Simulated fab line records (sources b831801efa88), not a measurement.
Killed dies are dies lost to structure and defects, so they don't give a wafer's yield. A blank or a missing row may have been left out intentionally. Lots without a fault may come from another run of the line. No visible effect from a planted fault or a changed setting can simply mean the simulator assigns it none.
fab line records	flow sky130
record lots=5	wafers=15	last_day=50
route steps=708 shown VT_ADJUST_HVTR@139 VT_ADJUST_PCH@143 SONOS_TUNNEL@154 SONOS_ONO@168 PAD_OPEN@708
lots untouched by any fault: they come from a run of this same line in which no faults occurred
start_h: hours from the record's opening day to when the first of the lot's shown wafers began	wait_h: hours from the lot's prior step to this one	" as in the row above	L1.1+2: a single row standing in for several wafers	- no value present, or no start provided	* or withheld: withheld	< > ~ a bound
route shown NAME@n: names a module that has steps shown in the file, with the first one's number in the route	usual: mean/standard deviation of fault-free wafers	same: alike in all rows	chamber/n: place in a boat	sites: each site's reading	_std_site: standard deviation across them	_edge_site: mean of outer sites minus mean of inner sites	radius_mm: for every site, how far away it sits from the centre of the wafer	mask NAME#n: copy n	behind: tool/chamber where the wafer was last shaped	hold: the reason the lot was held/the length of the hold in hours/how it ended	device: whichever transistor did not switch (one of n, p or np)	end of line: at the end of the route, the tests of the same wafers	a step without rows: its recipe alone	killed: not the wafer's yield, but the dies lost to structure and defects at the first sort	map: shows each die of a wafer: x if killed, . if not, _ if none is there
set.NAME: the setting as run; set.NAME@STEP: as run at that earlier step	model.NAME: the simulator's own value behind a step, which no gauge read
lots at some steps of the route; a table a step, a row a wafer
services: from which hour (start_h, from the record's first day; less than 0 if before it) a tool's chamber was out of use, for how many hours, and why
## steps
# step SKY_VT_ADJUST_HVTR_OVL_MEAS_08
# usual VT_ADJUST_HVTR_OVL=0.1/1.1
lot.wafer	tool	chamber	start_h	wait_h	VT_ADJUST_HVTR_OVL[nm]
L215.2	overlay-01	-	234.39	0.1	0.6
L215.3	"	-	"	"	-0.8
L215.5	"	-	"	"	-0.3
L218.2	overlay-01	-	252.66	0.1	0.7
L218.4	"	-	"	"	-0.9
L218.6	"	-	"	"	2.4
L222.1	overlay-01	-	275.06	0.1	0.0
L222.5	"	-	"	"	-0.6
L222.6	"	-	"	"	0.5
L223.2	overlay-01	-	279.56	0.1	-1.3
L223.3	"	-	"	"	-2.5
L223.4	"	-	"	"	0.4
L234.1	overlay-01	-	356.28	0.1	0.2
L234.4	"	-	"	"	0.6
L234.5	"	-	"	"	0.6
# step SKY_VT_ADJUST_HVTR_IMPLANT_09
# recipe species=B	energy_kev=10	dose_cm2=2.1e+12	tilt_deg=withheld
# step SKY_VT_ADJUST_HVTR_STRIP_10
# recipe chemistry=O2/N2	power_w=1400	pressure_mtorr=1500	platen_temp_c=withheld	o2_flow_sccm=3000	n2_flow_sccm=300	overash_fraction=0.5
# usual chamber_pressure_mTorr=1499.9/1.2	drypump_motor_current_A=6.2/0.41	oes_product_au=0.716/0.0043	strip_time_to_endpoint_s=14.18/0.036
lot.wafer	tool	chamber	start_h	wait_h	chamber_pressure_mTorr	drypump_motor_current_A	oes_product_au	rf_hours_counter_h	strip_time_to_endpoint_s
L215.2	plasma_asher-02	1	234.57	0.1	1498.6	5.4	0.717	7	14.23
L215.3	"	0	"	"	1499.8	6.0	0.722	-	14.18
L215.5	"	0	"	"	1500.6	6.0	0.715	-	14.25
L218.2	plasma_asher-01	0	252.84	0.1	1498.6	6.7	0.717	57	14.17
L218.4	"	1	"	"	1502.0	6.4	0.714	-	14.18
L218.6	"	1	"	"	1499.9	6.4	0.720	-	14.17
L222.1	plasma_asher-04	1	275.24	0.1	1500.7	5.8	0.716	47	14.18
L222.5	"	0	"	"	1501.9	6.4	0.721	-	14.21
L222.6	"	1	"	"	1502.3	5.8	0.713	-	14.21
L223.2	plasma_asher-02	0	279.74	0.1	1500.2	6.0	0.720	12	14.25
L223.3	"	1	"	"	1498.9	5.4	0.720	-	14.24
L223.4	"	0	"	"	1500.5	6.0	0.716	-	14.25
L234.1	plasma_asher-01	1	356.46	0.1	1500.7	6.4	0.725	67	14.19
L234.4	"	0	"	"	1499.2	6.7	0.717	-	14.16
L234.5	"	0	"	"	1501.5	6.7	0.718	-	14.20
# step SKY_VT_ADJUST_HVTR_TW_MEAS_11
# usual VT_ADJUST_HVTR_TW=212.0/1.4
lot.wafer	tool	chamber	start_h	wait_h	VT_ADJUST_HVTR_TW
L215.2	film_metro-02	-	234.68	0.1	214.5
L215.3	"	-	"	"	213.6
L215.5	"	-	"	"	213.8
L218.2	film_metro-01	-	252.95	0.1	210.7
L218.4	"	-	"	"	210.1
L218.6	"	-	"	"	211.5
L222.1	film_metro-03	-	275.34	0.1	211.7
L222.5	"	-	"	"	211.8
L222.6	"	-	"	"	210.6
L223.2	film_metro-02	-	279.85	0.1	214.6
L223.3	"	-	"	"	213.4
L223.4	"	-	"	"	213.2
L234.1	film_metro-02	-	356.56	0.1	212.4
L234.4	"	-	"	"	213.0
L234.5	"	-	"	"	213.8
# step SKY_VT_ADJUST_PCH_DEHYDRATE_00
# recipe temp_c=200	time_s=60
# step SKY_VT_ADJUST_PCH_HMDS_01
# recipe prime_time_s=60	prime_temp_c=120
# step SKY_VT_ADJUST_PCH_COAT_02
# recipe spin_rpm=2000	resist_thk_nm=3000
# step SKY_VT_ADJUST_PCH_SOFTBAKE_03
# recipe temp_c=110	time_s=withheld
# step SKY_VT_ADJUST_PCH_EXPOSE_04
# recipe mask_id=NWM	na=0.6	source_shape=conventional	sigma_outer=0.6	polarization=unpolarized	target_cd_nm=840	dose_mj=255
# step SKY_VT_ADJUST_PCH_PEB_05
# recipe temp_c=115	time_s=withheld
# step SKY_VT_ADJUST_PCH_DEVELOP_06
# recipe wall_angle_deg=90	developer=TMAH	develop_time_s=60	dev_temp_c=23
# step SKY_VT_ADJUST_PCH_OVL_MEAS_07
# usual VT_ADJUST_PCH_OVL=-0.3/1.5
lot.wafer	tool	chamber	start_h	wait_h	VT_ADJUST_PCH_OVL[nm]
L215.2	overlay-01	-	258.07	-	-1.1
L215.3	"	-	"	"	-0.2
L215.5	"	-	"	"	-0.6
L218.2	overlay-01	-	276.47	-	1.6
L218.4	"	-	"	"	-0.4
L218.6	"	-	"	"	2.0
L222.1	overlay-01	-	300.41	-	1.6
L222.5	"	-	"	"	1.9
L222.6	"	-	"	"	2.5
L223.2	overlay-01	-	304.89	-	0.5
L223.3	"	-	"	"	0.6
L223.4	"	-	"	"	0.1
L234.1	overlay-01	-	384.37	-	0.2
L234.4	"	-	"	"	0.2
L234.5	"	-	"	"	2.5
# step SKY_VT_ADJUST_PCH_IMPLANT_08
# recipe species=B	energy_kev=10.16	dose_cm2=5e+11	tilt_deg=withheld
# usual dose_ions_cm2=5.001e+11/5.8e+08
# same implant_ion_amu=11
lot.wafer	tool	chamber	start_h	wait_h	dose_ions_cm2
L215.2	implanter-04	0	258.12	0.0	5e+11
L215.3	"	0	"	"	4.995e+11
L215.5	"	0	"	"	4.993e+11
L218.2	implanter-04	0	276.52	0.0	5.004e+11
L218.4	"	0	"	"	5.002e+11
L218.6	"	0	"	"	5.009e+11
L222.1	implanter-02	0	300.44	0.0	5.006e+11
L222.5	"	0	"	"	5.003e+11
L222.6	"	0	"	"	5.004e+11
L223.2	implanter-03	0	304.95	0.0	5e+11
L223.3	"	0	"	"	4.999e+11
L223.4	"	0	"	"	5.001e+11
L234.1	implanter-04	0	384.41	0.0	4.998e+11
L234.4	"	0	"	"	5.002e+11
L234.5	"	0	"	"	5.005e+11
# step SKY_VT_ADJUST_PCH_STRIP_09
# recipe chemistry=O2/N2	power_w=1400	pressure_mtorr=1500	platen_temp_c=withheld	o2_flow_sccm=3000	n2_flow_sccm=300	overash_fraction=0.5
# usual chamber_pressure_mTorr=1500.1/1.4	drypump_motor_current_A=6.1/0.37	oes_product_au=0.722/0.0043	strip_time_to_endpoint_s=36.95/0.083
lot.wafer	tool	chamber	start_h	wait_h	chamber_pressure_mTorr	drypump_motor_current_A	oes_product_au	rf_hours_counter_h	strip_time_to_endpoint_s
L215.2	plasma_asher-01	0	258.25	0.1	1500.4	6.7	0.725	57	36.80
L215.3	"	0	"	"	1499.2	6.7	0.716	-	36.89
L215.5	"	1	"	"	1501.1	6.4	0.729	-	36.90
L218.2	plasma_asher-03	1	276.65	0.1	1501.3	6.4	0.720	58	37.00
L218.4	"	1	"	"	1498.7	6.4	0.730	-	37.01
L218.6	"	1	"	"	1499.6	6.4	0.720	-	36.96
L222.1	plasma_asher-04	0	300.59	0.1	1500.1	6.4	0.720	49	36.92
L222.5	"	0	"	"	1499.1	6.4	0.723	-	36.94
L222.6	"	1	"	"	1498.5	5.8	0.715	-	36.88
L223.2	plasma_asher-03	0	305.07	0.1	1498.6	5.6	0.718	61	36.87
L223.3	"	1	"	"	1499.2	6.4	0.723	-	37.01
L223.4	"	0	"	"	1502.6	5.7	0.725	-	36.86
L234.1	plasma_asher-04	0	384.56	0.1	1500.7	6.4	0.716	57	36.99
L234.4	"	1	"	"	1499.5	5.8	0.722	-	37.06
L234.5	"	1	"	"	1499.2	5.8	0.724	-	37.03
# step SKY_VT_ADJUST_PCH_TW_MEAS_10
# usual VT_ADJUST_PCH_TW=144.1/0.98
lot.wafer	tool	chamber	start_h	wait_h	VT_ADJUST_PCH_TW
L215.2	film_metro-02	-	258.36	0.1	144.7
L215.3	"	-	"	"	144.2
L215.5	"	-	"	"	144.6
L218.2	film_metro-04	-	276.76	0.1	144.2
L218.4	"	-	"	"	144.1
L218.6	"	-	"	"	143.2
L222.1	film_metro-02	-	300.69	0.1	144.3
L222.5	"	-	"	"	144.2
L222.6	"	-	"	"	145.0
L223.2	film_metro-02	-	305.18	0.1	145.2
L223.3	"	-	"	"	144.7
L223.4	"	-	"	"	145.3
L234.1	film_metro-01	-	384.66	0.1	141.3
L234.4	"	-	"	"	141.5
L234.5	"	-	"	"	140.5
# step SKY_SONOS_TUNNEL_DEHYDRATE_00
# recipe temp_c=200	time_s=60
# step SKY_SONOS_TUNNEL_HMDS_01
# recipe prime_time_s=60	prime_temp_c=120
# step SKY_SONOS_TUNNEL_COAT_02
# recipe resist=NOVOLAK	spin_rpm=3000	resist_thk_nm=1140
# step SKY_SONOS_TUNNEL_SOFTBAKE_03
# recipe temp_c=90	time_s=60	resist=NOVOLAK
# step SKY_SONOS_TUNNEL_EXPOSE_04
# recipe mask_id=TUNM	na=0.6	source_shape=conventional	sigma_outer=0.6	polarization=unpolarized	target_cd_nm=410	dose_mj=136
# step SKY_SONOS_TUNNEL_PEB_05
# recipe temp_c=withheld	time_s=*	resist=NOVOLAK
# step SKY_SONOS_TUNNEL_DEVELOP_06
# recipe resist=NOVOLAK	developer=TMAH	develop_time_s=60	dev_temp_c=23
# step SKY_SONOS_TUNNEL_CD_MEAS_07
# recipe target_cd_nm=410
# usual cd_nm=410.0/2.3
lot.wafer	tool	chamber	start_h	wait_h	cd_nm
L215.2	cd_sem-02	-	282.07	0.1	407.8
L215.3	"	-	"	"	409.0
L215.5	"	-	"	"	410.9
L218.2	cd_sem-02	-	301.12	0.1	409.4
L218.4	"	-	"	"	409.6
L218.6	"	-	"	"	410.0
L222.1	cd_sem-02	-	326.02	0.1	411.0
L222.5	"	-	"	"	409.9
L222.6	"	-	"	"	409.4
L223.2	cd_sem-01	-	329.31	0.1	412.9
L223.3	"	-	"	"	410.9
L223.4	"	-	"	"	411.1
L234.1	cd_sem-01	-	414.00	0.1	411.5
L234.4	"	-	"	"	412.0
L234.5	"	-	"	"	412.1
# step SKY_SONOS_TUNNEL_OVL_MEAS_08
# usual SONOS_TUNNEL_OVL=0.5/1.3
lot.wafer	tool	chamber	start_h	wait_h	SONOS_TUNNEL_OVL[nm]
L215.2	overlay-01	-	282.18	0.1	-2.6
L215.3	"	-	"	"	-0.5
L215.5	"	-	"	"	-0.3
L218.2	overlay-02	-	301.23	0.1	1.4
L218.4	"	-	"	"	0.4
L218.6	"	-	"	"	0.2
L222.1	overlay-02	-	326.14	0.1	0.7
L222.5	"	-	"	"	0.4
L222.6	"	-	"	"	-0.1
L223.2	overlay-02	-	329.41	0.1	-1.8
L223.3	"	-	"	"	0.6
L223.4	"	-	"	"	0.1
L234.1	overlay-01	-	414.12	0.1	-0.3
L234.4	"	-	"	"	-2.0
L234.5	"	-	"	"	-0.1
# step SKY_SONOS_TUNNEL_IMPLANT_09
# recipe species=B	energy_kev=20	dose_cm2=1e+12	tilt_deg=withheld
# step SKY_SONOS_TUNNEL_WET_ETCH_10
# recipe chemistry=dHF	target_depth_nm=14	target=SiO2	dilution=100:1	temp_c=25	time_s=280
# step SKY_SONOS_TUNNEL_STRIP_11
# recipe chemistry=SPM	time_s=600	temp_c=130
# step SKY_SONOS_TUNNEL_TW_MEAS_12
# usual SONOS_TUNNEL_TW=199.0/1.2
lot.wafer	tool	chamber	start_h	wait_h	SONOS_TUNNEL_TW
L215.2	film_metro-03	-	282.65	0.0	197.8
L215.3	"	-	"	"	198.3
L215.5	"	-	"	"	198.3
L218.2	film_metro-02	-	301.68	0.0	200.1
L218.4	"	-	"	"	198.6
L218.6	"	-	"	"	199.4
L222.1	film_metro-04	-	326.60	0.0	199.4
L222.5	"	-	"	"	200.9
L222.6	"	-	"	"	199.1
L223.2	film_metro-03	-	329.87	0.0	198.7
L223.3	"	-	"	"	198.8
L223.4	"	-	"	"	198.4
L234.1	film_metro-02	-	414.57	0.0	200.2
L234.4	"	-	"	"	200.4
L234.5	"	-	"	"	198.9
# step SKY_SONOS_TUNNEL_CLEAN_13
# recipe chemistry=dHF	time_s=20	dilution=100:1	dry=ipa_marangoni
# step SKY_SONOS_ONO_OXIDATION_00
# recipe temp_c=800	ambient=O2	idle_temp_c=700	ramp_up_c_per_min=10	ramp_down_c_per_min=3	stabilise_s=600	purge_s=300	target_thk_a=26	ox_time_s=1249
# step SKY_SONOS_ONO_THK_MEAS_01
# recipe reads=SiO2_of_SONOS_ONO_OXIDATION_00
# usual SONOS_ONO_OXIDATION_THK=2.60/0.055
lot.wafer	tool	chamber	start_h	wait_h	SONOS_ONO_OXIDATION_THK[nm]
L215.2	film_metro-01	-	285.09	0.0	2.54
L215.3	"	-	"	"	2.49
L215.5	"	-	"	"	2.61
L218.2	film_metro-03	-	304.30	0.0	2.59
L218.4	"	-	"	"	2.67
L218.6	"	-	"	"	2.68
L222.1	film_metro-03	-	328.02	0.0	2.56
L222.5	"	-	"	"	2.64
L222.6	"	-	"	"	2.66
L223.2	film_metro-04	-	331.29	0.0	2.61
L223.3	"	-	"	"	2.67
L223.4	"	-	"	"	2.60
L234.1	film_metro-04	-	415.99	0.0	2.65
L234.4	"	-	"	"	2.70
L234.5	"	-	"	"	2.54
# step SKY_SONOS_ONO_CVD_02
# recipe material=Si3N4	precursor=DCS/NH3	target_thk_nm=10.5	temp_c=770	time_s=180	pressure_mtorr=250
# step SKY_SONOS_ONO_THK_MEAS_03
# recipe reads=Si3N4_of_SONOS_ONO_CVD_02
# usual SONOS_ONO_CVD_02_THK=10.47/0.14
lot.wafer	tool	chamber	start_h	wait_h	SONOS_ONO_CVD_02_THK[nm]
L215.2	film_metro-01	-	286.20	0.0	10.91
L215.3	"	-	"	"	10.85
L215.5	"	-	"	"	10.78
L218.2	film_metro-03	-	308.22	0.0	10.54
L218.4	"	-	"	"	10.45
L218.6	"	-	"	"	10.46
L222.1	film_metro-04	-	330.91	0.0	10.56
L222.5	"	-	"	"	10.56
L222.6	"	-	"	"	10.44
L223.2	film_metro-03	-	333.43	0.0	10.52
L223.3	"	-	"	"	10.52
L223.4	"	-	"	"	10.32
L234.1	film_metro-04	-	417.10	0.0	10.49
L234.4	"	-	"	"	10.39
L234.5	"	-	"	"	10.40
# step SKY_SONOS_ONO_CVD_04
# recipe material=SiO2	precursor=SiH4/N2O	target_thk_nm=5.7199	temp_c=900	pressure_mtorr=400
# step SKY_SONOS_ONO_THK_MEAS_05
# recipe reads=SiO2_of_SONOS_ONO_CVD_04
# usual SONOS_ONO_CVD_04_THK=5.70/0.097
lot.wafer	tool	chamber	start_h	wait_h	SONOS_ONO_CVD_04_THK[nm]
L215.2	film_metro-01	-	287.51	0.0	5.81
L215.3	"	-	"	"	5.81
L215.5	"	-	"	"	5.80
L218.2	film_metro-03	-	309.53	0.0	5.60
L218.4	"	-	"	"	5.61
L218.6	"	-	"	"	5.65
L222.1	film_metro-01	-	332.22	0.0	5.77
L222.5	"	-	"	"	5.72
L222.6	"	-	"	"	5.74
L223.2	film_metro-04	-	334.74	0.0	5.59
L223.3	"	-	"	"	5.54
L223.4	"	-	"	"	5.71
L234.1	film_metro-01	-	418.41	0.0	5.73
L234.4	"	-	"	"	5.74
L234.5	"	-	"	"	5.76
# step SKY_SONOS_ONO_DEHYDRATE_06
# recipe temp_c=200	time_s=60
# step SKY_SONOS_ONO_HMDS_07
# recipe prime_time_s=60	prime_temp_c=120
# step SKY_SONOS_ONO_COAT_08
# recipe resist=NOVOLAK	spin_rpm=3065	resist_thk_nm=1140
# step SKY_SONOS_ONO_SOFTBAKE_09
# recipe temp_c=90	time_s=60	resist=NOVOLAK
# step SKY_SONOS_ONO_EXPOSE_10
# recipe mask_id=ONOM	target_cd_nm=410	na=0.6	source_shape=conventional	sigma_outer=0.6	dose_mj=150
# step SKY_SONOS_ONO_PEB_11
# recipe temp_c=withheld	time_s=*	resist=NOVOLAK
# step SKY_SONOS_ONO_DEVELOP_12
# recipe develop_time_s=60	dev_temp_c=23
# step SKY_PAD_OPEN_PROBE_99
# usual killed_at_M0_to_M3=44/6.8	killed_at_M4_up=2.9/1.7	killed_at_contacts=24/5.2	killed_at_front_end=15/4	killed_at_other=0.2/0.44	killed_dies=86/9.9	killed_open=47/7.9	killed_short=39/6.3
# same gross_dies=492	killed_at_back_side=0
lot.wafer	tool	chamber	start_h	wait_h	killed_at_M0_to_M3	killed_at_M4_up	killed_at_contacts	killed_at_front_end	killed_at_other	killed_dies	killed_open	killed_short	model.etest.pfet_01v8_lvt.vt_v_range
L215.2	prober-01	-	1097.60	0.1	41	4	25	13	1	84	50	34	0.0251
L215.3	prober-01	-	1097.65	0.2	36	2	15	13	0	66	30	36	0.03304
L215.5	prober-01	-	1097.75	0.2	45	4	23	21	0	93	53	40	0.02699
L218.2	prober-02	-	1118.83	0.1	49	2	27	16	1	95	51	44	0.01474
L218.4	prober-02	-	1118.93	0.2	49	2	29	14	0	94	57	37	0.01077
L218.6	prober-02	-	1119.03	0.2	45	1	31	11	0	88	53	35	0.007238
L222.1	prober-02	-	1138.79	0.1	46	4	28	17	0	95	52	43	0.01172
L222.5	prober-02	-	1138.99	0.2	45	4	33	18	0	100	46	53	0.01168
L222.6	prober-02	-	1139.04	0.2	44	0	21	19	0	84	44	40	0.01558
L223.2	prober-01	-	1140.74	0.1	47	5	23	8	0	83	32	51	0.02489
L223.3	prober-01	-	1140.79	0.2	44	2	31	11	0	88	46	42	0.01829
L223.4	prober-01	-	1140.84	0.2	53	5	29	17	0	104	65	39	0.02854
L234.1	prober-02	-	1192.84	0.1	37	4	33	18	0	92	54	38	0.0317
L234.4	prober-02	-	1192.99	0.2	49	1	18	19	0	87	47	40	0.03033
L234.5	prober-02	-	1193.04	0.2	40	3	23	14	0	80	42	38	0.03339
# killed by level:class
L215.2 CONTACT:geometric_particle:open=14 VIA3:geometric_particle:open=11 VIA2:geometric_particle:open=7 METAL1:geometric_particle:short=7 METAL2:geometric_particle:short=7 LOCAL_INTERCONNECT:geometric_particle:short=5 FIELD_ISO:geometric_particle:open=4 FIELD_ISO:geometric_particle:short=3
L215.3 VIA1:geometric_particle:open=6 VIA3:geometric_particle:open=6 CONTACT:geometric_particle:open=5 VIA3:geometric_particle:short=5 FIELD_ISO:geometric_particle:short=4 LI_CONTACT:geometric_particle:short=4 METAL1:geometric_particle:short=4 METAL2:geometric_particle:short=4
L215.5 CONTACT:geometric_particle:open=9 VIA3:geometric_particle:open=9 LI_CONTACT:geometric_particle:open=8 METAL2:geometric_particle:short=8 VIA1:geometric_particle:open=6 VIA2:geometric_particle:open=6 FIELD_ISO:geometric_particle:open=5 FIELD_ISO:geometric_particle:short=4
L218.2 LI_CONTACT:geometric_particle:open=10 METAL2:geometric_particle:short=10 VIA3:geometric_particle:open=8 VIA2:geometric_particle:open=7 VIA1:geometric_particle:open=7 CONTACT:geometric_particle:open=6 FIELD_ISO:geometric_particle:open=5 METAL3:geometric_particle:short=5
L218.4 VIA1:geometric_particle:open=15 FIELD_ISO:geometric_particle:open=8 LI_CONTACT:geometric_particle:open=8 LOCAL_INTERCONNECT:geometric_particle:short=7 CONTACT:geometric_particle:open=7 VIA2:geometric_particle:open=7 FIELD_ISO:geometric_particle:short=5 METAL1:geometric_particle:short=5
L218.6 VIA1:geometric_particle:open=15 CONTACT:geometric_particle:open=13 LI_CONTACT:geometric_particle:open=7 LOCAL_INTERCONNECT:geometric_particle:short=6 METAL2:geometric_particle:short=6 VIA1:geometric_particle:short=5 VIA3:geometric_particle:open=4 FIELD_ISO:geometric_particle:open=3
L222.1 VIA1:geometric_particle:open=13 VIA3:geometric_particle:open=11 CONTACT:geometric_particle:open=10 VIA1:geometric_particle:short=10 LOCAL_INTERCONNECT:geometric_particle:short=8 FIELD_ISO:geometric_particle:open=5 FIELD_ISO:geometric_particle:short=4 LI_CONTACT:geometric_particle:open=4
L222.5 VIA1:geometric_particle:open=16 LOCAL_INTERCONNECT:geometric_particle:short=9 LI_CONTACT:geometric_particle:short=8 LI_CONTACT:geometric_particle:open=7 VIA2:geometric_particle:open=7 VIA1:geometric_particle:short=6 CONTACT:geometric_particle:open=5 METAL1:geometric_particle:short=5
L222.6 CONTACT:geometric_particle:open=9 VIA1:geometric_particle:open=9 METAL1:geometric_particle:short=7 POLY_GATE:geometric_particle:open=5 POLY_GATE:geometric_particle:short=5 LOCAL_INTERCONNECT:geometric_particle:short=5 LI_CONTACT:geometric_particle:open=5 METAL2:geometric_particle:short=5
L223.2 CONTACT:geometric_particle:short=11 METAL2:geometric_particle:short=10 VIA1:geometric_particle:open=6 VIA3:geometric_particle:open=6 LI_CONTACT:geometric_particle:open=5 VIA2:geometric_particle:open=5 METAL3:geometric_particle:short=5 METAL4:geometric_particle:short=5
L223.3 CONTACT:geometric_particle:open=13 VIA1:geometric_particle:open=12 CONTACT:geometric_particle:short=8 VIA3:geometric_particle:open=6 METAL2:geometric_particle:short=6 LI_CONTACT:geometric_particle:open=5 FIELD_ISO:geometric_particle:open=4 LOCAL_INTERCONNECT:geometric_particle:short=4
L223.4 CONTACT:geometric_particle:open=13 VIA3:geometric_particle:open=12 VIA1:geometric_particle:open=10 LI_CONTACT:geometric_particle:open=8 VIA2:geometric_particle:open=8 METAL2:geometric_particle:short=6 FIELD_ISO:geometric_particle:short=4 FIELD_ISO:geometric_particle:open=4
L234.1 CONTACT:geometric_particle:open=12 VIA3:geometric_particle:open=9 VIA1:geometric_particle:open=8 VIA2:geometric_particle:open=7 LI_CONTACT:geometric_particle:open=7 FIELD_ISO:geometric_particle:short=6 FIELD_ISO:geometric_particle:open=6 CONTACT:geometric_particle:short=6
L234.4 VIA1:geometric_particle:open=11 VIA2:geometric_particle:open=9 METAL1:geometric_particle:short=8 CONTACT:geometric_particle:open=7 VIA3:geometric_particle:open=7 POLY_GATE:geometric_particle:short=6 FIELD_ISO:geometric_particle:open=4 FIELD_ISO:geometric_particle:short=4
L234.5 CONTACT:geometric_particle:open=12 VIA2:geometric_particle:open=8 METAL1:geometric_particle:short=7 VIA1:geometric_particle:open=6 CONTACT:geometric_particle:short=6 POLY_GATE:geometric_particle:short=5 VIA3:geometric_particle:open=5 POLY_GATE:geometric_particle:open=4
## services
tool	chamber	start_h	hours	kind
implanter-02	-	254.39	2.6	repair
implanter-03	-	263.88	5.2	repair
implanter-03	-	280.66	4.7	repair
implanter-04	-	300.17	2.1	repair
plasma_asher-02	-	310.34	15.1	repair
plasma_asher-04	-	347.86	14.6	pm
plasma_asher-01	-	358.23	0.8	repair
implanter-04	-	364.72	8.5	repair
plasma_asher-01	-	368.64	2.8	pm
implanter-03	-	378.43	1.5	repair
plasma_asher-04	-	378.97	2.8	pm
## key
first_sign none at tools or gauges
model_effect step=SKY_PAD_OPEN_PROBE_99	value=etest.pfet_01v8_lvt.vt_v_range	without=0.02092	struck=0.03181
met_at SKY_VT_ADJUST_PCH_IMPLANT_08
struck_wafers L234.1,L234.4,L234.5
tester_left_out L234
onset_between 276.52 384.41
also_fits time
fault kind=process_parameter_drift	tool=implanter-04	chamber=-	onset_h=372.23	steps=SKY_VT_ADJUST_PCH_IMPLANT_08	channel=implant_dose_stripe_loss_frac	offset=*	shape=step	end_h=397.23
# tester_left_out: of these lots the tester's yield and bins aren't shown, on N5 and GAA mostly nor the transistor test; their killed dies are dies lost to structure and defects alone, not to doping, threshold or leakage, so they don't give the yield
